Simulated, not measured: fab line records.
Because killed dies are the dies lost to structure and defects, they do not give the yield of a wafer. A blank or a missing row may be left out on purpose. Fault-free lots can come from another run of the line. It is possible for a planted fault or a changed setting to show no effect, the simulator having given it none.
Chamber matching | flow sky130 | 4 sister chambers for SKY_VIA1_CMP_24 on cmp-01
The step polishes, stops on SiO2, t overpolish 15 s, target thk 0 nm. 14 wafers are shown with their chamber, then 7 later ones without.

WAFERS, EACH WITH ITS CHAMBER
wafer  | chamber | motorCurrentA (A) | timeToEndpointS (s) | platenRpm (rpm)
L232.2 | 2       | 11.0              | 65                  | 59.97
L232.3 | 3       | 11.1              | 71                  | 59.99
L232.6 | 3       | 11.0              | 68                  | 60.07
L235.1 | 2       | 11.0              | 67                  | 60.00
L235.4 | 0       | 11.3              | 65                  | 60.03
L235.5 | 2       | 10.9              | 62                  | 59.94
L237.3 | 1       | 11.9              | 68                  | 60.07
L237.4 | 2       | 11.0              | 66                  | 60.10
L237.6 | 0       | 11.5              | 68                  | 60.00
L238.1 | 0       | 11.1              | 65                  | 60.04
L238.5 | 3       | 11.3              | 64                  | 60.01
L238.6 | 0       | 10.9              | 63                  | 59.99
L239.1 | 2       | 11.1              | 60                  | 60.01
L239.4 | 1       | 11.8              | 62                  | 60.00

SIGNATURES (means of the wafers above)
reading         | chamber 0 | chamber 1 | chamber 2 | chamber 3 | scatter within a chamber
motorCurrentA   | 11.200    | 11.850    | 11.000    | 11.133    | 0.165
timeToEndpointS | 65.25     | 65.00     | 64.00     | 67.67     | 2.99
platenRpm       | 60.0150   | 60.0350   | 60.0040   | 60.0233   | 0.047
Rule: a wafer's distance from a chamber is the root of the sum, over the readings, of the square of ((its reading less the chamber's mean) divided by the reading's scatter). The wafer belongs to the nearest chamber; if the next one is less than 2 further off, it can't be placed. The scatter: the root of (the sum of the squares of (reading less its chamber's mean) over the shown wafers, divided by (wafers less chambers)).

WAFERS MISSING THEIR CHAMBER
wafer  | motorCurrentA (A) | timeToEndpointS (s) | platenRpm (rpm)
L239.6 | 11.2              | 62                  | 60.01
L240.2 | 10.9              | 62                  | 60.01
L240.3 | 11.6              | 62                  | 60.03
L240.5 | 10.7              | 65                  | 59.99
L250.3 | 11.5              | 59                  | 59.99
L250.4 | 11.2              | 77                  | 60.01
L250.5 | 11.0              | 61                  | 60.03

CHAMBER TAKEN BY EACH
wafer  | from the rows above               | in truth
L239.6 | can't be placed: 0 or 2 or 3      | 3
L240.2 | can't be placed: 2 or 0 or 3      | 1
L240.3 | can't be placed: 1 or 0 or 3 or 2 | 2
L240.5 | can't be placed: 2 or 3 or 0      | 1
L250.3 | can't be placed: 0 or 1 or 2 or 3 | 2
L250.4 | can't be placed: 3 or 0 or 2      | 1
L250.5 | can't be placed: 2 or 0 or 3      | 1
Correctly placed: 0 of 7. Can't be placed from these rows: 7 (the true chamber is among the candidates in 3). Placed wrongly: 0.
